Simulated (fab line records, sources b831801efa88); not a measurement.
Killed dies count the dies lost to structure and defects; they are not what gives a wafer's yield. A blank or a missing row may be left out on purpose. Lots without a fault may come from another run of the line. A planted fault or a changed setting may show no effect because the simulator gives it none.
fab line records	flow sfqLine	part 1 of 2: steps 1 to 26 of 35
record: lots: 5	wafers: 15	lastDay: 91
route steps=325 shown I1@87 M2@88 I2@103 M3@118
lots that met no fault: from a run of the same line without faults
startH: hours from the record's first day to the start of the lot's first wafer shown	waitH: how many hours have passed since the lot's step before this one	" same as the row above	L1.1+2: a single row standing in for several wafers	- no value, or no start was given	* or withheld: withheld	< > ~ a bound
route shown NAME@n: a module of which the file shows steps, and the number in the route of the first	usual: mean/standard deviation taken from wafers without a fault	same: alike in all rows	chamber/n: place in a boat	sites: per-site readings	_std_site: standard deviation across them	_edge_site: mean of outer sites minus mean of inner sites	radiusMm: how far each site lies from the wafer's centre	mask NAME#n: copy n	behind: tool/chamber where the wafer was last shaped	hold: cause of the lot's hold/its duration in hours/its outcome	device: which transistor (n, p or np) failed to switch	end of line: tests of these same wafers at the route's end	step lacking rows: just its recipe	killed: at the first sort, the dies lost to defects and structure; wafer yield is something else	map: per-die view of a wafer (x killed, . not killed, _ where there is no die)
set.NAME: the run value of the setting; set.NAME@STEP: its run value at that earlier step	model.NAME: the simulator's own value behind a step, which no gauge read
lots at some steps of the route; a table a step, a row a wafer
services: from which hour (startH, from the record's first day; less than 0 if before it) a tool's chamber was out of use, for how many hours, and why
== steps ==
step: SFQ_TRILAYER_I1_VIA_STRIP_SOLV_CLEAN_054
recipe: chemistry: NMP	tempC: 70	timeS: 600
usual: bathHeatDutyPct: 14.2/1.7	tempC: 70.00/0.12
lot.wafer	tool	chamber	startH	waitH	bathHeatDutyPct	tempC
L077.2	wetBench-03	0	573.49	0.4	13.6	70.15
L077.3	"	6	"	"	15.0	70.12
L077.6	"	1	"	"	14.6	69.91
L088.1	wetBench-03	0	710.06	0.6	14.4	70.27
L088.4	"	2	"	"	12.5	70.15
L088.6	"	7	"	"	14.1	69.99
L090.1	wetBench-01	3	714.58	0.4	14.4	70.08
L090.3	"	2	"	"	13.7	69.99
L090.5	"	7	"	"	15.7	69.92
L093.1	wetBench-01	3	722.98	0.4	13.9	70.00
L093.2	"	4	"	"	13.3	69.87
L093.4	"	6	"	"	14.5	69.90
L094.1	wetBench-02	6	724.18	0.4	17.9	70.06
L094.3	"	2	"	"	13.5	70.00
L094.4	"	5	"	"	14.1	70.03
step: SFQ_TRILAYER_M2_DEP_PRE_CLEAN_056
recipe: gas: Ar	timeS: 22.5	biasV: 250
lot.wafer	tool	chamber	startH	waitH
L077.2+3+6	pvdSputter-06	-	573.66	0.0
L088.1+4+6	pvdSputter-03	-	710.23	0.0
L090.1+3+5	pvdSputter-03	-	714.77	0.0
L093.1+2+4	pvdSputter-03	-	723.17	0.0
L094.1+3+4	pvdSputter-06	-	724.37	0.0
step: SFQ_TRILAYER_M2_DEP_SPUTTER_055
recipe: material: Nb	basePressurePa: 1.33e-06	chamberPressurePa: 0.1333	substrateTempC: 20	resputterCathodeVoltageV: 400	targetThkNm: 200	powerW: 2000	timeS: 133.3
usual: throttleValvePct: 29.9/1.1
lot.wafer	tool	chamber	startH	waitH	throttleValvePct
L077.2	pvdSputter-06	-	573.69	0.0	31.0
L077.3	"	-	"	"	28.6
L077.6	"	-	"	"	30.8
L088.1	pvdSputter-03	-	710.26	0.0	30.7
L088.4	"	-	"	"	29.9
L088.6	"	-	"	"	28.2
L090.1	pvdSputter-03	-	714.80	0.0	28.4
L090.3	"	-	"	"	29.5
L090.5	"	-	"	"	30.9
L093.1	pvdSputter-03	-	723.20	0.0	30.7
L093.2	"	-	"	"	28.1
L093.4	"	-	"	"	28.7
L094.1	pvdSputter-06	-	724.40	0.0	28.4
L094.3	"	-	"	"	28.5
L094.4	"	-	"	"	30.8
step: SFQ_M2_RS_MEAS_914
recipe: thkMeasGauge: four-point-probe	reads: Nb_of_TRILAYER_M2_DEP_SPUTTER_055
usual: M2_NB_RS: 0.892/0.0087
lot.wafer	tool	chamber	startH	waitH	M2_NB_RS[ohm/sq]
L077.2	filmMetro-02	-	573.80	0.1	0.908
L077.3	"	-	"	"	0.897
L077.6	"	-	"	"	0.899
L088.1	filmMetro-01	-	710.35	0.0	0.901
L088.4	"	-	"	"	0.904
L088.6	"	-	"	"	0.888
L090.1	filmMetro-01	-	714.89	0.0	0.881
L090.3	"	-	"	"	0.904
L090.5	"	-	"	"	0.897
L093.1	filmMetro-03	-	723.29	0.0	0.885
L093.2	"	-	"	"	0.880
L093.4	"	-	"	"	0.886
L094.1	filmMetro-01	-	724.50	0.0	0.907
L094.3	"	-	"	"	0.904
L094.4	"	-	"	"	0.918
step: SFQ_TRILAYER_M2_LITHO_COAT_062
recipe: resist: BARC	spinRpm: 3000	resistThkNm: 62
usual: spinSpeedRpm: 3000.1/2.1
lot.wafer	tool	chamber	startH	waitH	spinSpeedRpm
L077.2	lithoTrack-04	0	574.01	0.1	3000.8
L077.3	"	0	"	"	2997.6
L077.6	"	0	"	"	3003.2
L088.1	lithoTrack-03	0	710.71	0.2	3001.1
L088.4	"	0	"	"	2999.8
L088.6	"	0	"	"	3002.4
L090.1	lithoTrack-02	0	715.07	0.1	3002.0
L090.3	"	0	"	"	3004.0
L090.5	"	0	"	"	3000.3
L093.1	lithoTrack-04	0	723.47	0.1	2999.0
L093.2	"	0	"	"	2999.0
L093.4	"	0	"	"	3000.5
L094.1	lithoTrack-03	0	724.68	0.1	3003.3
L094.3	"	0	"	"	3000.0
L094.4	"	0	"	"	2998.1
step: SFQ_TRILAYER_M2_LITHO_COAT_057
recipe: resist: KrF	spinRpm: 3000	resistThkNm: 600
usual: spinSpeedRpm: 3000.4/2
lot.wafer	tool	chamber	startH	waitH	spinSpeedRpm
L077.2	lithoTrack-04	0	574.31	0.2	3001.1
L077.3	"	0	"	"	2998.7
L077.6	"	0	"	"	3002.1
L088.1	lithoTrack-03	0	711.01	0.2	3001.8
L088.4	"	0	"	"	3000.3
L088.6	"	0	"	"	2999.1
L090.1	lithoTrack-02	0	715.37	0.2	2995.9
L090.3	"	0	"	"	2996.3
L090.5	"	0	"	"	2997.6
L093.1	lithoTrack-04	0	723.77	0.2	3002.0
L093.2	"	0	"	"	2999.1
L093.4	"	0	"	"	3000.7
L094.1	lithoTrack-03	0	724.98	0.2	2999.9
L094.3	"	0	"	"	3002.7
L094.4	"	0	"	"	2998.3
step: SFQ_TRILAYER_M2_LITHO_SOFTBAKE_061
recipe: tempC: withheld	timeS: withheld	resist: KrF
lot.wafer	tool	chamber	startH	waitH
L077.2+3+6	lithoTrack-04	0	574.59	0.2
L088.1+4+6	lithoTrack-03	0	711.31	0.2
L090.1+3+5	lithoTrack-02	0	715.67	0.2
L093.1+2+4	lithoTrack-04	0	724.07	0.2
L094.1+3+4	lithoTrack-03	0	725.28	0.2
step: SFQ_TRILAYER_M2_LITHO_EXPOSE_058
recipe: maskId: M2	na: 0.6	sourceShape: conventional	sigmaOuter: 0.65	targetCdNm: 500	doseMj: 14.4
lot.wafer	tool	chamber	startH	waitH	mask
L077.2+3+6	krfScanner-02	0	732.89	-	M2#0
L088.1+4+6	krfScanner-02	0	853.90	-	M2#0
L090.1+3+5	krfScanner-02	0	859.90	-	M2#0
L093.1+2+4	krfScanner-02	0	865.90	-	M2#0
L094.1+3+4	krfScanner-02	0	867.10	-	M2#0
step: SFQ_TRILAYER_M2_LITHO_PEB_060
recipe: pebTempC: 115	pebTimeS: 60	resist: KrF
usual: plateTempC: 114.99/0.13
lot.wafer	tool	chamber	startH	waitH	plateTempC
L077.2	lithoTrack-02	0	733.92	0.8	115.04
L077.3	"	0	"	"	114.89
L077.6	"	0	"	"	115.00
L088.1	lithoTrack-04	0	855.10	1.0	114.83
L088.4	"	0	"	"	115.02
L088.6	"	0	"	"	114.95
L090.1	lithoTrack-03	0	861.10	1.0	115.01
L090.3	"	0	"	"	114.92
L090.5	"	0	"	"	115.02
L093.1	lithoTrack-03	0	867.10	1.0	114.78
L093.2	"	0	"	"	114.87
L093.4	"	0	"	"	114.94
L094.1	lithoTrack-03	0	868.30	1.0	114.71
L094.3	"	0	"	"	114.84
L094.4	"	0	"	"	115.03
step: SFQ_TRILAYER_M2_LITHO_DEVELOP_059
recipe: timeS: 60	resist: KrF
lot.wafer	tool	chamber	startH	waitH
L077.2+3+6	lithoTrack-02	0	734.07	0.1
L088.1+4+6	lithoTrack-04	0	855.25	0.1
L090.1+3+5	lithoTrack-03	0	861.25	0.1
L093.1+2+4	lithoTrack-03	0	867.25	0.1
L094.1+3+4	lithoTrack-03	0	868.45	0.1
step: SFQ_M2_OVL_MEAS_916
usual: M2_OVL: -2/5.5
lot.wafer	tool	chamber	startH	waitH	M2_OVL[nm]
L077.2	overlay-02	-	734.20	0.1	-6
L077.3	"	-	"	"	-1
L077.6	"	-	"	"	-1
L088.1	overlay-01	-	855.40	0.1	-9
L088.4	"	-	"	"	-7
L088.6	"	-	"	"	-9
L090.1	overlay-01	-	861.40	0.1	2
L090.3	"	-	"	"	7
L090.5	"	-	"	"	5
L093.1	overlay-01	-	867.40	0.1	-8
L093.2	"	-	"	"	-8
L093.4	"	-	"	"	-1
L094.1	overlay-02	-	868.60	0.1	-3
L094.3	"	-	"	"	3
L094.4	"	-	"	"	-4
step: SFQ_TRILAYER_M2_BARC_OPEN_METAL_ETCH_077
recipe: maskMaterial: PR	chemistry: O2	targetDepthNm: 125	target: BARC	icpW: 600	biasW: 80	pressureMtorr: 10	timeS: 41.7
usual: drypumpMotorCurrentA: 5.5/0.43	oesProductAu: 0.685/0.0046	rfFwdPowerW: 592.6/2.8
lot.wafer	tool	chamber	startH	waitH	drypumpMotorCurrentA	oesProductAu	rfFwdPowerW	rfHoursCounterH
L077.2	rieMetal-02	0	734.23	0.0	5.7	0.682	588.6	60
L077.3	"	0	"	"	5.7	0.687	590.1	-
L077.6	"	1	"	"	4.8	0.685	592.3	-
L088.1	rieMetal-02	1	855.44	0.0	4.8	0.677	591.2	21
L088.4	"	0	"	"	5.7	0.679	590.5	-
L088.6	"	1	"	"	4.8	0.675	587.0	-
L090.1	rieMetal-01	1	861.44	0.0	5.7	0.679	596.8	66
L090.3	"	0	"	"	6.0	0.678	593.6	-
L090.5	"	1	"	"	5.7	0.682	596.4	-
L093.1	rieMetal-01	1	867.44	0.0	5.8	0.689	597.3	67
L093.2	"	0	"	"	6.0	0.686	593.8	111
L093.4	"	0	"	"	6.0	0.685	591.7	-
L094.1	rieMetal-04	1	868.64	0.0	4.9	0.686	593.4	134
L094.3	"	0	"	"	5.4	0.683	597.1	-
L094.4	"	1	"	"	4.9	0.683	592.6	-
step: SFQ_TRILAYER_M2_ETCH_METAL_ETCH_060
recipe: target: Nb	stopOn: SiO2	maskMaterial: PR	chemistry: Cl2/Ar	targetDepthNm: 240	icpW: 622.4	biasW: 80	pressureMtorr: 10	timeS: 120
usual: drypumpMotorCurrentA: 5.5/0.43	oesProductAu: 0.893/0.0063	rfFwdPowerW: 618.4/1.9
lot.wafer	tool	chamber	startH	waitH	drypumpMotorCurrentA	oesProductAu	rfFwdPowerW	rfHoursCounterH
L077.2	rieMetal-02	0	734.29	0.0	5.7	0.881	617.8	60
L077.3	"	0	"	"	5.7	0.895	616.3	-
L077.6	"	1	"	"	4.8	0.897	617.4	-
L088.1	rieMetal-02	1	855.49	0.0	4.8	0.885	616.9	22
L088.4	"	0	"	"	5.7	0.880	617.8	-
L088.6	"	1	"	"	4.8	0.900	617.8	-
L090.1	rieMetal-01	1	861.49	0.0	5.8	0.896	623.0	66
L090.3	"	0	"	"	6.0	0.883	621.4	-
L090.5	"	1	"	"	5.8	0.884	618.8	-
L093.1	rieMetal-01	1	867.49	0.0	5.8	0.898	616.7	67
L093.2	"	0	"	"	6.0	0.891	621.2	111
L093.4	"	0	"	"	6.0	0.895	620.4	-
L094.1	rieMetal-04	1	868.69	0.0	4.9	0.879	619.4	134
L094.3	"	0	"	"	5.4	0.884	617.6	-
L094.4	"	1	"	"	4.9	0.880	620.2	-
step: SFQ_TRILAYER_M2_STRIP_STRIP_061
recipe: gas: O2	powerW: 200	platenTempC: 40	overashFraction: 0.65	chemistry: O2	pressureMtorr: 50
usual: drypumpMotorCurrentA: 5.5/0.44	oesProductAu: 0.993/0.008	platenTempC: 40.02/0.12
lot.wafer	tool	chamber	startH	waitH	drypumpMotorCurrentA	oesProductAu	platenTempC	rfHoursCounterH
L077.2	rieMetal-02	0	734.41	0.1	5.7	0.984	40.08	60
L077.3	"	0	"	"	5.7	0.995	40.08	-
L077.6	"	1	"	"	4.8	0.996	40.13	-
L088.1	rieMetal-02	1	855.62	0.1	4.8	0.974	39.96	22
L088.4	"	0	"	"	5.7	0.989	40.19	-
L088.6	"	1	"	"	4.8	0.981	40.04	-
L090.1	rieMetal-01	1	861.62	0.1	5.8	0.984	39.93	66
L090.3	"	0	"	"	6.0	0.979	40.19	-
L090.5	"	1	"	"	5.8	0.989	39.99	-
L093.1	rieMetal-01	1	867.62	0.1	5.9	0.996	40.10	67
L093.2	"	0	"	"	6.0	0.994	39.88	111
L093.4	"	0	"	"	6.0	0.987	40.06	-
L094.1	rieMetal-04	1	868.82	0.1	4.9	0.999	40.11	134
L094.3	"	0	"	"	5.4	0.998	39.86	-
L094.4	"	1	"	"	4.9	0.992	40.13	-
step: SFQ_TRILAYER_M2_STRIP_SOLV_CLEAN_062
recipe: chemistry: NMP	tempC: 70	timeS: 600
usual: bathHeatDutyPct: 13.9/1.8	tempC: 70.00/0.11
lot.wafer	tool	chamber	startH	waitH	bathHeatDutyPct	tempC
L077.2	wetBench-04	1	735.01	0.4	14.4	70.07
L077.3	"	2	"	"	15.9	69.95
L077.6	"	7	"	"	13.2	70.06
L088.1	wetBench-04	2	856.22	0.4	16.0	70.07
L088.4	"	3	"	"	11.5	70.10
L088.6	"	0	"	"	12.6	69.89
L090.1	wetBench-02	7	862.22	0.4	14.3	70.10
L090.3	"	2	"	"	11.7	70.10
L090.5	"	0	"	"	12.2	69.94
L093.1	wetBench-02	7	868.22	0.4	14.1	70.06
L093.2	"	2	"	"	13.4	70.03
L093.4	"	6	"	"	17.0	69.96
L094.1	wetBench-02	3	869.42	0.4	17.6	70.05
L094.3	"	5	"	"	14.0	70.01
L094.4	"	4	"	"	12.9	70.08
step: SFQ_TRILAYER_I2_DEP_PECVD_063
recipe: material: SiO2	tempC: 150	timeS: 111.11	pressureTorr: 2.4	rfW: 183.3	precursor: SiH4/N2O	targetThkNm: 500
usual: heaterPowerW: 87/11	rfFwdPowerW: 182.4/0.7	throttleValvePct: 24.5/1.1
lot.wafer	tool	chamber	startH	waitH	heaterPowerW	rfFwdPowerW	throttleValvePct
L077.2	pecvd-02	2	735.22	0.0	77	182.3	24.1
L077.3	"	0	"	"	81	181.3	25.8
L077.6	"	2	"	"	78	183.0	24.2
L088.1	pecvd-03	2	856.39	0.0	101	181.3	25.6
L088.4	"	2	"	"	108	181.2	25.5
L088.6	"	0	"	"	109	183.0	26.2
L090.1	pecvd-02	1	862.39	0.0	82	182.8	23.7
L090.3	"	2	"	"	79	182.4	24.5
L090.5	"	1	"	"	85	182.5	24.0
L093.1	pecvd-03	0	868.39	0.0	104	182.6	26.1
L093.2	"	1	"	"	86	182.0	26.3
L093.4	"	0	"	"	107	181.7	25.8
L094.1	pecvd-02	1	869.59	0.0	83	181.9	23.5
L094.3	"	0	"	"	82	182.5	25.7
L094.4	"	0	"	"	86	182.7	25.8
step: SFQ_TRILAYER_I2_CMP_CMP_064
recipe: material: SiO2	downForcePsi: 3	platenRpm: 60	padVelocityMS: 0.94248
usual: motorCurrentA: 10.3/1.2	timeToEndpointS: 210/8
lot.wafer	tool	chamber	startH	waitH	motorCurrentA	timeToEndpointS
L077.3	cmp-02	1	735.30	0.0	9.5	204
L077.2	"	3	736.30	1.0	11.3	199
L077.6	"	2	737.80	2.5	8.6	206
L088.4	cmp-02	2	870.65	14.2	8.6	218
L088.1	"	3	"	"	11.5	211
L088.6	"	2	872.65	16.2	7.9	211
L090.1	cmp-01	1	877.27	14.8	9.8	206
L090.3	"	2	"	"	11.1	207
L090.5	"	2	879.77	17.3	11.6	219
L093.1	cmp-01	0	888.59	20.2	11.4	212
L093.4	"	1	"	"	9.4	215
L093.2	"	2	"	"	11.2	208
L094.4	cmp-01	2	891.09	21.4	11.2	202
L094.1	"	0	892.09	22.5	11.8	206
L094.3	"	1	"	"	9.4	205
step: SFQ_I2_BOW_MEAS_917
recipe: mode: bow
usual: I2_BOW: 2/9.2
lot.wafer	tool	chamber	startH	waitH	I2_BOW[um]
L077.2	filmMetro-04	-	738.32	1.5	-1
L077.3	"	-	"	"	2
L077.6	"	-	"	"	-8
L088.1	filmMetro-04	-	873.15	1.5	-2
L088.4	"	-	"	"	12
L088.6	"	-	"	"	3
L090.1	filmMetro-03	-	880.27	2.5	-6
L090.3	"	-	"	"	7
L090.5	"	-	"	"	-7
L093.1	filmMetro-02	-	891.09	2.0	20
L093.2	"	-	"	"	17
L093.4	"	-	"	"	6
L094.1	filmMetro-03	-	894.09	1.5	2
L094.3	"	-	"	"	-5
L094.4	"	-	"	"	-3
step: SFQ_TRILAYER_I2_METRO_MEASURE_065
usual: thkNm: 199.2/1.2
lot.wafer	tool	chamber	startH	waitH	thkNm
L077.2	filmMetro-04	-	738.62	0.3	198.2
L077.3	"	-	"	"	199.0
L077.6	"	-	"	"	196.7
L088.1	filmMetro-04	-	873.27	0.1	199.7
L088.4	"	-	"	"	199.3
L088.6	"	-	"	"	200.0
L090.1	filmMetro-03	-	880.39	0.1	199.5
L090.3	"	-	"	"	199.0
L090.5	"	-	"	"	198.4
L093.1	filmMetro-02	-	891.21	0.1	199.8
L093.2	"	-	"	"	200.2
L093.4	"	-	"	"	200.1
L094.1	filmMetro-03	-	894.21	0.1	199.2
L094.3	"	-	"	"	198.9
L094.4	"	-	"	"	198.7
step: SFQ_TRILAYER_I2_VIA_LITHO_COAT_072
recipe: resist: BARC	spinRpm: 3000	resistThkNm: 62
usual: spinSpeedRpm: 2999.9/1.7
lot.wafer	tool	chamber	startH	waitH	spinSpeedRpm
L077.2	lithoTrack-03	0	739.67	0.8	3001.7
L077.3	"	0	"	"	2999.2
L077.6	"	0	"	"	2998.8
L088.1	lithoTrack-04	0	874.47	1.0	3001.2
L088.4	"	0	"	"	3001.8
L088.6	"	0	"	"	3001.1
L090.1	lithoTrack-03	0	881.59	1.0	3000.1
L090.3	"	0	"	"	2997.6
L090.5	"	0	"	"	2999.7
L093.1	lithoTrack-03	0	892.41	1.0	2999.0
L093.2	"	0	"	"	3001.2
L093.4	"	0	"	"	3001.3
L094.1	lithoTrack-04	0	895.41	1.0	3002.3
L094.3	"	0	"	"	3000.4
L094.4	"	0	"	"	3000.4
step: SFQ_TRILAYER_I2_VIA_LITHO_COAT_067
recipe: resist: KrF	spinRpm: 3000	resistThkNm: 650
usual: spinSpeedRpm: 2999.8/1.9
lot.wafer	tool	chamber	startH	waitH	spinSpeedRpm
L077.2	lithoTrack-03	0	739.97	0.2	2997.4
L077.3	"	0	"	"	2996.9
L077.6	"	0	"	"	2998.2
L088.1	lithoTrack-04	0	874.77	0.2	2997.5
L088.4	"	0	"	"	3000.9
L088.6	"	0	"	"	3002.7
L090.1	lithoTrack-03	0	881.89	0.2	2997.4
L090.3	"	0	"	"	3000.5
L090.5	"	0	"	"	3000.9
L093.1	lithoTrack-03	0	892.71	0.2	3000.0
L093.2	"	0	"	"	2998.3
L093.4	"	0	"	"	2999.7
L094.1	lithoTrack-04	0	895.71	0.2	2998.3
L094.3	"	0	"	"	2997.7
L094.4	"	0	"	"	3001.2
step: SFQ_TRILAYER_I2_VIA_LITHO_SOFTBAKE_071
recipe: tempC: withheld	timeS: withheld	resist: KrF
lot.wafer	tool	chamber	startH	waitH
L077.2+3+6	lithoTrack-03	0	740.24	0.2
L088.1+4+6	lithoTrack-04	0	875.07	0.2
L090.1+3+5	lithoTrack-03	0	882.19	0.2
L093.1+2+4	lithoTrack-03	0	893.01	0.2
L094.1+3+4	lithoTrack-04	0	896.01	0.2
step: SFQ_TRILAYER_I2_VIA_LITHO_EXPOSE_068
recipe: maskId: I2	na: 0.6	sourceShape: conventional	sigmaOuter: 0.65	targetCdNm: 500	doseMj: 21.3
lot.wafer	tool	chamber	startH	waitH	mask
L077.2+3+6	krfScanner-02	0	878.10	-	I2#0
L088.1+4+6	krfScanner-02	0	1000.86	-	I2#0
L090.1+3+5	krfScanner-02	0	1006.86	-	I2#0
L093.1+2+4	krfScanner-02	0	1015.26	-	I2#0
L094.1+3+4	krfScanner-02	0	1018.86	-	I2#0
step: SFQ_TRILAYER_I2_VIA_LITHO_PEB_070
recipe: pebTempC: 115	pebTimeS: 60	resist: KrF
usual: plateTempC: 114.95/0.14
lot.wafer	tool	chamber	startH	waitH	plateTempC
L077.2	lithoTrack-01	0	879.12	0.8	114.96
L077.3	"	0	"	"	114.79
L077.6	"	0	"	"	114.96
L088.1	lithoTrack-04	0	1002.06	1.0	115.05
L088.4	"	0	"	"	114.97
L088.6	"	0	"	"	115.08
L090.1	lithoTrack-01	0	1008.06	1.0	115.08
L090.3	"	0	"	"	114.91
L090.5	"	0	"	"	115.06
L093.1	lithoTrack-04	0	1016.46	1.0	114.86
L093.2	"	0	"	"	114.94
L093.4	"	0	"	"	115.02
L094.1	lithoTrack-04	0	1020.06	1.0	115.00
L094.3	"	0	"	"	114.99
L094.4	"	0	"	"	114.86
step: SFQ_TRILAYER_I2_VIA_LITHO_DEVELOP_069
recipe: timeS: 60	resist: KrF
lot.wafer	tool	chamber	startH	waitH
L077.2+3+6	lithoTrack-01	0	879.27	0.1
L088.1+4+6	lithoTrack-04	0	1002.21	0.1
L090.1+3+5	lithoTrack-01	0	1008.21	0.1
L093.1+2+4	lithoTrack-04	0	1016.61	0.1
L094.1+3+4	lithoTrack-04	0	1020.21	0.1
step: SFQ_I2_OVL_MEAS_918
usual: I2_OVL: -2/6.3
lot.wafer	tool	chamber	startH	waitH	I2_OVL[nm]
L077.2	overlay-02	-	879.41	0.1	6
L077.3	"	-	"	"	5
L077.6	"	-	"	"	11
L088.1	overlay-02	-	1002.36	0.1	1
L088.4	"	-	"	"	-2
L088.6	"	-	"	"	1
L090.1	overlay-01	-	1008.36	0.1	1
L090.3	"	-	"	"	-1
L090.5	"	-	"	"	-6
L093.1	overlay-01	-	1016.76	0.1	1
L093.2	"	-	"	"	5
L093.4	"	-	"	"	0
L094.1	overlay-02	-	1020.36	0.1	-4
L094.3	"	-	"	"	-9
L094.4	"	-	"	"	-5
